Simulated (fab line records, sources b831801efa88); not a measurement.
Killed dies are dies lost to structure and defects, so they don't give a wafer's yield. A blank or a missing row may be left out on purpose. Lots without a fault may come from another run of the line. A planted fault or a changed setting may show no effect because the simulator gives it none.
Which tool did it? | flow gf180mcu | 6 lots, 18 wafers sampled, at 3 steps of a route of 602

WHAT THE GAUGES READ, wafer by wafer
GF_VT_IMPLANT_RS_MEAS_48: measures by four-point-probe.
lot  | measured     | on            | LVPWELL_RS (ohm/sq)
L603 | day 8 15:40  | film_metro-02 | 1197.8 1196.8 1196.0
L605 | day 9 08:41  | film_metro-02 | 1199.9 1197.4 1199.8
L608 | day 10 07:32 | film_metro-02 | 1196.9 1201.5 1198.7
L614 | day 11 18:11 | film_metro-02 | 1189.1 1189.3 1194.0
L616 | day 12 12:51 | film_metro-02 | 1123.5 1123.7 1125.5
L622 | day 14 08:17 | film_metro-02 | 1191.9 1193.7 1195.0

WHICH TOOL RAN EACH LOT (tool, then ch and the chambers of the sampled wafers, then the start)
lot  | GF_LVPWELL_IMPLANT_08          | GF_VT_IMPLANT_STRIP_20
L603 | implanter-04 ch 0, day 4 18:31 | plasma_asher-02 ch 0,1, day 7 06:37
L605 | implanter-04 ch 0, day 5 06:29 | plasma_asher-04 ch 0,1, day 7 21:31
L608 | implanter-03 ch 0, day 6 03:05 | plasma_asher-02 ch 0,1, day 8 19:11
L614 | implanter-04 ch 0, day 7 08:40 | plasma_asher-02 ch 0, day 10 04:17
L616 | implanter-04 ch 0, day 7 20:17 | plasma_asher-04 ch 0,1, day 10 18:11
L622 | implanter-03 ch 0, day 9 08:17 | plasma_asher-04 ch 0,1, day 12 15:33
- GF_LVPWELL_IMPLANT_08
- GF_VT_IMPLANT_STRIP_20: strips in O2/N2.

THE ANSWER, worked out from the rows above alone
Rule: what is usual is taken from the lots themselves. Put in order of their means at a reading, lots are off if they are a third of the lots or fewer, leave a main group of 4 or more, and stand apart from it by a gap of 3 or more times the standard deviation of the main group's means; of several such gaps the widest counts. A main group whose means are all the same, to the digits that the tables above print for the reading, isn't used. A lot without any number at a reading at which 4 lots or more have one is off too. The other lots that the step has rows for count as sound.
Off: L616, at GF_VT_IMPLANT_RS_MEAS_48 (LVPWELL_RS). The main group: mean 1195.9 ohm/sq, standard deviation 3.2.
A tool fits if, at a process step before that reading, it ran every lot that is off, and no sound lot after the first of them. The gauges at GF_VT_IMPLANT_RS_MEAS_48 are tried like those tools. One fits: implanter-04 at GF_LVPWELL_IMPLANT_08. Its last sound lot is L614 (day 7 08:40), its first lot that is off L616 (day 7 20:17): a fault that began between those two fits.

WHAT THE SIMULATOR HAD PUT IN
Process parameter drift: implanter-04, from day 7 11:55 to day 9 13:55, at GF_LVPWELL_IMPLANT_08. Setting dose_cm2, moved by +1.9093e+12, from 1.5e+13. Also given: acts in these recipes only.
Lots struck among those shown: L616. The rule above found the same.
